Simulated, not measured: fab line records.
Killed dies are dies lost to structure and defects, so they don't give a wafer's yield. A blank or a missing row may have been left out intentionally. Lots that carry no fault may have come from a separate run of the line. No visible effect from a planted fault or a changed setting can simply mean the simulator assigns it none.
fab line records	flow sky130
record: lots: 5	wafers: 14	lastDay: 49
route steps=708 shown SD_P@359 RES_XHIGH@360 SALICIDE@361 LI_CONTACT@362
lots that met no fault: taken from a fault-free run of the same line
startH: hours from the record's first day to the start of the lot's first wafer shown	waitH: how many hours have passed since the lot's step before this one	" repeats the value in the row above	L1.1+2: a row that stands for several wafers	- no value present, or no start provided	* or withheld: withheld	< > ~ a bound
route shown NAME@n: NAME is a module with steps in the file, n the number in the route of the first one	usual: mean/standard deviation taken from wafers without a fault	same: alike in all rows	chamber/n: place in a boat	sites: readings site by site	_std_site: standard deviation of those values	_edge_site: the outer-site mean with the inner-site mean subtracted	radiusMm: for every site, how far away it sits from the centre of the wafer	mask NAME#n: copy n	behind: the last tool/chamber to shape the wafer	hold: cause of the lot's hold/its duration in hours/its outcome	device: names the non-switching transistor (n, p or np)	end of line: tests of these same wafers at the route's end	a step with no rows: only its recipe	killed: dies that structure and defects cost at the first sort, which is not the same as the wafer's yield	map: per-die view of a wafer (x killed, . not killed, _ where there is no die)
set.NAME: the setting the step ran with; set.NAME@STEP: the setting that earlier step ran with	model.NAME: the simulator's own value behind a step, which no gauge read
lots at some steps of the route; a table a step, a row a wafer
services: the hour from which a tool's chamber was out of use, counted from the record's first day as startH (under 0 if before that day), plus the number of hours and why
== steps ==
step: SKY_SD_N_RS_MEAS_17
recipe: thkMeasGauge: four-point-probe
usual: SD_P_RS: 147.1/0.35
lot.wafer	tool	chamber	startH	waitH	SD_P_RS[ohm/sq]
L873.4	filmMetro-03	-	645.41	0.1	147.6
L873.5	"	-	"	"	147.2
L873.6	"	-	"	"	147.6
L876.1	filmMetro-01	-	674.80	0.1	147.1
L876.3	"	-	"	"	147.4
L876.5	"	-	"	"	146.6
L885.5	filmMetro-01	-	742.31	0.1	147.0
L885.6	"	-	"	"	146.8
L891.2	filmMetro-01	-	788.28	0.1	146.8
L891.5	"	-	"	"	146.9
L891.6	"	-	"	"	146.9
L894.2	filmMetro-03	-	804.62	0.1	147.7
L894.3	"	-	"	"	147.4
L894.4	"	-	"	"	147.3
step: SKY_SD_N_RS_MEAS_18
recipe: thkMeasGauge: four-point-probe
usual: RES_XHIGH_RS: 333.3/1.1
lot.wafer	tool	chamber	startH	waitH	RES_XHIGH_RS[ohm/sq]
L873.4	filmMetro-03	-	645.53	0.1	332.4
L873.5	"	-	"	"	333.1
L873.6	"	-	"	"	333.1
L876.1	filmMetro-01	-	674.92	0.1	332.3
L876.3	"	-	"	"	331.0
L876.5	"	-	"	"	330.2
L885.5	filmMetro-01	-	742.43	0.1	333.7
L885.6	"	-	"	"	334.5
L891.2	filmMetro-01	-	788.40	0.1	333.1
L891.5	"	-	"	"	332.9
L891.6	"	-	"	"	332.7
L894.2	filmMetro-03	-	804.74	0.1	334.6
L894.3	"	-	"	"	334.8
L894.4	"	-	"	"	334.5
step: SKY_SALICIDE_CLEAN_00
recipe: chemistry: HF-last	timeS: 30	dilution: 100:1	dry: ipaMarangoni
step: SKY_LI_CONTACT_HDPCVD_00
recipe: material: PSG	targetThkNm: 930	sigmaOpenFrac: 0.3	timeS: 155	tempC: 600	sih4FlowSccm: 60	pressureMtorr: 6
step: SKY_LI_CONTACT_THK_MEAS_01
recipe: reads: PSG_of_LI_CONTACT_HDPCVD_00
usual: LI_CONTACT_HDPCVD_THK: 934/8.9
lot.wafer	tool	chamber	startH	waitH	LI_CONTACT_HDPCVD_THK[nm]
L873.4	filmMetro-01	-	645.74	0.0	921
L873.5	"	-	"	"	918
L873.6	"	-	"	"	926
L876.1	filmMetro-03	-	675.16	0.1	948
L876.3	"	-	"	"	937
L876.5	"	-	"	"	941
L885.5	filmMetro-01	-	742.64	0.0	928
L885.6	"	-	"	"	922
L891.2	filmMetro-03	-	788.63	0.1	941
L891.5	"	-	"	"	942
L891.6	"	-	"	"	935
L894.2	filmMetro-04	-	804.97	0.1	934
L894.3	"	-	"	"	944
L894.4	"	-	"	"	938
step: SKY_LI_CONTACT_CMP_02
recipe: material: PSG	downForcePsi: 4	platenRpm: 60	padVelocityMS: 0.94248
usual: motorCurrentA: 11.9/1.1	slurryFilterDpKPa: 13.52/0.14	timeToEndpointS: 32.3/2.7
lot.wafer	tool	chamber	startH	waitH	motorCurrentA	slurryFilterDpKPa	timeToEndpointS
L873.4	cmp-01	1	645.82	0.1	11.4	13.37	34.2
L873.6	"	0	"	"	13.7	13.37	34.4
L873.5	"	1	"	"	11.4	13.55	32.5
L876.1	cmp-02	1	675.31	0.1	13.1	13.65	33.2
L876.3	"	2	"	"	12.6	13.68	34.0
L876.5	"	0	"	"	12.7	13.28	33.8
L885.5	cmp-01	1	742.86	0.2	11.4	13.39	35.3
L885.6	"	2	"	"	13.3	13.36	33.8
L891.2	cmp-01	0	788.78	0.1	13.0	13.79	34.6
L891.5	"	2	"	"	12.3	13.46	33.6
L891.6	"	3	"	"	10.1	13.44	34.3
L894.4	cmp-01	0	805.02	0.0	13.6	13.52	29.5
L894.3	"	2	"	"	12.8	13.44	29.4
L894.2	"	3	"	"	10.6	13.54	30.8
step: SKY_LI_CONTACT_BOW_MEAS_03
recipe: mode: bow
usual: LI_CONTACT_BOW: 58/6.2
lot.wafer	tool	chamber	startH	waitH	LI_CONTACT_BOW[um]
L873.4	filmMetro-04	-	646.13	0.3	60
L873.5	"	-	"	"	65
L873.6	"	-	"	"	54
L876.1	filmMetro-01	-	675.56	0.2	58
L876.3	"	-	"	"	64
L876.5	"	-	"	"	70
L885.5	filmMetro-01	-	743.04	0.1	62
L885.6	"	-	"	"	46
L891.2	filmMetro-03	-	789.00	0.2	56
L891.5	"	-	"	"	53
L891.6	"	-	"	"	54
L894.2	filmMetro-03	-	805.34	0.1	51
L894.3	"	-	"	"	58
L894.4	"	-	"	"	66
step: SKY_LI_CONTACT_DEHYDRATE_04
recipe: tempC: 200	timeS: 60
step: SKY_LI_CONTACT_HMDS_05
recipe: primeTimeS: 60	primeTempC: 120
step: SKY_LI_CONTACT_COAT_06
recipe: resist: BARC	tempC: withheld	timeS: withheld	spinRpm: 3000	resistThkNm: 60
step: SKY_LI_CONTACT_COAT_07
recipe: resist: KrF-thick	spinRpm: 3000	resistThkNm: 450
step: SKY_LI_CONTACT_SOFTBAKE_08
recipe: tempC: 100	timeS: 90	resist: KrF-thick
step: SKY_LI_CONTACT_EXPOSE_09
recipe: maskId: LICM1	na: 0.8	sourceShape: annular	sigmaInner: 0.55	sigmaOuter: 0.85	targetCdNm: 170	doseMj: 38
usual: focusOffsetNm: 0.0/0.52
lot.wafer	tool	chamber	startH	waitH	mask	focusOffsetNm
L873.4	krfScanner-01	0	660.35	-	LICM1#0	-0.7
L873.5	"	0	"	"	LICM1#0	-0.5
L873.6	"	0	"	"	LICM1#0	0.0
L876.1	krfScanner-02	0	689.81	-	LICM1#0	-0.4
L876.3	"	0	"	"	LICM1#0	0.6
L876.5	"	0	"	"	LICM1#0	-0.4
L885.5	krfScanner-01	0	757.02	-	LICM1#0	-0.1
L885.6	"	0	"	"	LICM1#0	0.6
L891.2	krfScanner-02	0	802.42	-	LICM1#0	0.6
L891.5	"	0	"	"	LICM1#0	0.0
L891.6	"	0	"	"	LICM1#0	0.2
L894.2	krfScanner-02	0	819.53	-	LICM1#0	0.1
L894.3	"	0	"	"	LICM1#0	-0.1
L894.4	"	0	"	"	LICM1#0	-0.8
step: SKY_LI_CONTACT_PEB_10
recipe: pebTempC: withheld	pebTimeS: withheld	resist: KrF-thick
step: SKY_LI_CONTACT_DEVELOP_11
recipe: developTimeS: 60	resist: KrF-thick	devTempC: 21
step: SKY_LI_CONTACT_CD_MEAS_12
recipe: targetCdNm: 170
usual: cdNm: 170.1/1.6
lot.wafer	tool	chamber	startH	waitH	cdNm
L873.4	cdSem-01	-	674.00	-	172.5
L873.5	"	-	"	"	172.4
L873.6	"	-	"	"	173.6
L876.1	cdSem-02	-	703.40	-	168.1
L876.3	"	-	"	"	168.6
L876.5	"	-	"	"	168.5
L885.5	cdSem-01	-	769.73	-	165.0
L885.6	"	-	"	"	169.3
L891.2	cdSem-02	-	816.37	-	170.9
L891.5	"	-	"	"	170.1
L891.6	"	-	"	"	170.9
L894.2	cdSem-01	-	832.17	-	169.0
L894.3	"	-	"	"	169.0
L894.4	"	-	"	"	169.3
step: SKY_LI_CONTACT_OVL_MEAS_13
usual: LI_CONTACT_OVL: 0/5.3
lot.wafer	tool	chamber	startH	waitH	LI_CONTACT_OVL[nm]
L873.4	overlay-01	-	674.08	0.1	-12
L873.5	"	-	"	"	2
L873.6	"	-	"	"	-2
L876.1	overlay-02	-	703.52	0.1	-7
L876.3	"	-	"	"	-6
L876.5	"	-	"	"	-7
L885.5	overlay-01	-	769.79	0.0	9
L885.6	"	-	"	"	0
L891.2	overlay-01	-	816.47	0.1	3
L891.5	"	-	"	"	5
L891.6	"	-	"	"	-3
L894.2	overlay-01	-	832.27	0.1	0
L894.3	"	-	"	"	1
L894.4	"	-	"	"	1
step: SKY_LI_CONTACT_ETCH_14
recipe: chemistry: N2/H2	target: BARC	ionEnergyEv: 200	sourceW: 500	biasW: 100	pressureMtorr: 30	n2FlowSccm: 100	h2FlowSccm: 200	stopOn: SiO2	timeS: 45.9	targetDepthA: 600
usual: drypumpMotorCurrentA: 5.6/0.54	h2FlowSccm: 200.0/0.61	n2FlowSccm: 99.98/0.29	oesProductAu: 0.855/0.0047	throttleValvePct: 13.225/0.0092
lot.wafer	tool	chamber	startH	waitH	drypumpMotorCurrentA	h2FlowSccm	n2FlowSccm	oesProductAu	rfHoursCounterH	throttleValvePct	model.LI_CONTACT.cdNm
L873.4	rieDiel-04	0	674.09	0.0	6.3	199.6	100.39	0.851	42	13.214	172.8
L873.5	"	1	"	"	6.1	199.6	99.88	0.860	-	13.232	173
L873.6	"	2	"	"	6.0	200.7	99.61	0.866	-	13.225	173.4
L876.1	rieDiel-01	2	703.55	0.0	5.7	199.8	100.27	0.849	3	13.223	167.8
L876.3	"	3	"	"	6.0	200.3	100.31	0.852	19	13.223	167.9
L876.5	"	2	"	"	5.7	200.6	100.15	0.853	-	13.236	167.7
L885.5	rieDiel-04	0	769.82	0.0	6.3	200.5	100.08	0.851	-	13.230	164.4
L885.6	"	1	"	"	6.2	200.0	100.08	0.860	-	13.235	168.8
L891.2	rieDiel-01	2	816.50	0.0	5.7	200.8	99.62	0.860	6	13.232	170
L891.5	"	0	"	"	5.6	199.9	99.62	0.859	-	13.217	170.3
L891.6	"	2	"	"	5.7	199.8	99.63	0.849	-	13.229	169.9
L894.2	rieDiel-04	1	832.30	0.0	6.2	199.3	100.07	0.854	13	13.214	168.4
L894.3	"	2	"	"	6.0	199.4	99.88	0.859	11	13.212	-
L894.4	"	0	"	"	6.3	199.9	99.82	0.853	1	13.224	169.2
step: SKY_LI_CONTACT_ETCH_15
recipe: target: PSG	chemistry: C4F8/O2/Ar	stopOn: Si	taperDeg: 4.15	maskMaterial: KrF-thick	sourceW: 1500	biasW: 1200	pressureMtorr: 40	c4f8FlowSccm: withheld	O2_flow_sccm: 6	Ar_flow_sccm: 300	timeS: withheld	targetDepthA: 6000
usual: oesProductAu: 0.838/0.0049
lot.wafer	tool	chamber	startH	waitH	oesProductAu	model.LI_CONTACT.cdNm
L873.4	rieDiel-04	0	674.14	0.0	0.835	173
L873.5	"	1	"	"	0.830	172.7
L873.6	"	2	"	"	0.842	173.4
L876.1	rieDiel-01	2	703.60	0.0	0.824	167.5
L876.3	"	3	"	"	0.837	168.1
L876.5	"	2	"	"	0.840	167.7
L885.5	rieDiel-04	0	769.89	0.0	0.844	164.3
L885.6	"	1	"	"	0.833	169.1
L891.2	rieDiel-01	2	816.55	0.0	0.835	170
L891.5	"	0	"	"	0.843	170.6
L891.6	"	2	"	"	0.845	169.7
L894.2	rieDiel-04	1	832.35	0.0	0.830	168.8
L894.3	"	2	"	"	0.841	169.3
L894.4	"	0	"	"	0.831	170.4
step: SKY_LI_CONTACT_STRIP_16
recipe: chemistry: O2/N2	powerW: 1400	pressureMtorr: 1500	platenTempC: withheld	o2FlowSccm: 3000	n2FlowSccm: 300	overashFraction: 0.5
usual: drypumpMotorCurrentA: 5.7/0.34	n2FlowSccm: 300.2/0.92	o2FlowSccm: 2998/9.7	oesProductAu: 0.375/0.0045	stripTimeToEndpointS: 3.486/0.025
lot.wafer	tool	chamber	startH	waitH	drypumpMotorCurrentA	n2FlowSccm	o2FlowSccm	oesProductAu	rfHoursCounterH	stripTimeToEndpointS
L873.4	plasmaAsher-02	0	674.26	-	5.6	301.8	3008	0.377	-	3.513
L873.5	"	1	"	"	5.1	300.2	3013	0.373	-	3.474
L873.6	"	0	"	"	5.6	301.8	3017	0.374	-	3.464
L876.1	plasmaAsher-04	1	703.68	-	5.6	299.6	3015	0.383	82	3.458
L876.3	"	0	"	"	6.1	299.7	2991	0.368	-	3.493
L876.5	"	1	"	"	5.7	300.2	2989	0.374	-	3.497
L885.5	plasmaAsher-04	0	770.00	-	6.1	300.8	2991	0.382	-	3.534
L885.6	"	1	"	"	5.7	301.1	3008	0.371	-	3.443
L891.2	plasmaAsher-04	0	816.63	-	6.1	300.3	2999	0.375	94	3.495
L891.5	"	0	"	"	6.1	301.0	2997	0.377	-	3.428
L891.6	"	1	"	"	5.6	300.0	3001	0.378	-	3.477
L894.2	plasmaAsher-04	1	832.43	-	5.6	300.6	2983	0.376	96	3.471
L894.3	"	0	"	"	6.1	300.4	3012	0.367	-	3.505
L894.4	"	1	"	"	5.7	299.7	2990	0.372	-	3.513
== services ==
tool	chamber	startH	hours	kind
rieDiel-01	-	632.14	2.8	pm
krfScanner-01	-	633.27	0.2	repair
plasmaAsher-04	-	640.62	2.1	repair
cmp-01	-	641.96	0.2	repair
plasmaAsher-04	-	642.76	28.1	pm
krfScanner-02	-	649.78	0.8	pm
rieDiel-01	1	675.72	4.3	repair
rieDiel-04	1	693.39	6.8	repair
plasmaAsher-04	-	698.60	1.9	repair
cmp-01	-	699.72	1.4	repair
rieDiel-04	-	708.68	0.3	repair
krfScanner-02	-	714.10	0.4	repair
cmp-01	-	716.52	6.9	pm
rieDiel-04	1	732.00	4.7	repair
plasmaAsher-04	-	739.16	1.3	repair
cmp-01	-	745.76	4.0	pm
cmp-01	-	745.77	0.9	repair
cmp-01	-	759.12	1.3	repair
krfScanner-02	-	762.01	1.0	pm
krfScanner-02	-	777.77	1.3	pm
krfScanner-02	-	787.06	1.6	repair
rieDiel-01	3	814.68	4.2	repair
plasmaAsher-04	-	817.59	1.6	repair
krfScanner-02	-	818.58	0.8	pm
== key ==
firstSign: step: SKY_LI_CONTACT_CD_MEAS_12	reading: cdNm	direction: down	sigmas: 3.1	usual: 170.1	struck: 165.0
effect none on later readings
modelEffect: step: SKY_LI_CONTACT_ETCH_14	value: LI_CONTACT.cdNm	without: 167.8	struck: 164.4
modelEffect: step: SKY_LI_CONTACT_ETCH_15	value: LI_CONTACT.cdNm	without: 167.7	struck: 164.3
metAt SKY_LI_CONTACT_EXPOSE_09
struckWafers L885.5
testerLeftOut L885
onsetBetween 660.35 757.02
fault: kind: processParameterDrift	tool: krfScanner-01	chamber: -	onsetH: 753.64	steps: SKY_LI_CONTACT_EXPOSE_09	channel: focusNm	offset: 76.468	shape: step	endH: 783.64	scope: struckWafersOnly
testerLeftOut: of these lots the tester's yield and bins aren't shown, on N5 and GAA mostly nor the transistor test; their killed dies are dies lost to structure and defects alone, not to doping, threshold or leakage, so they don't give the yield
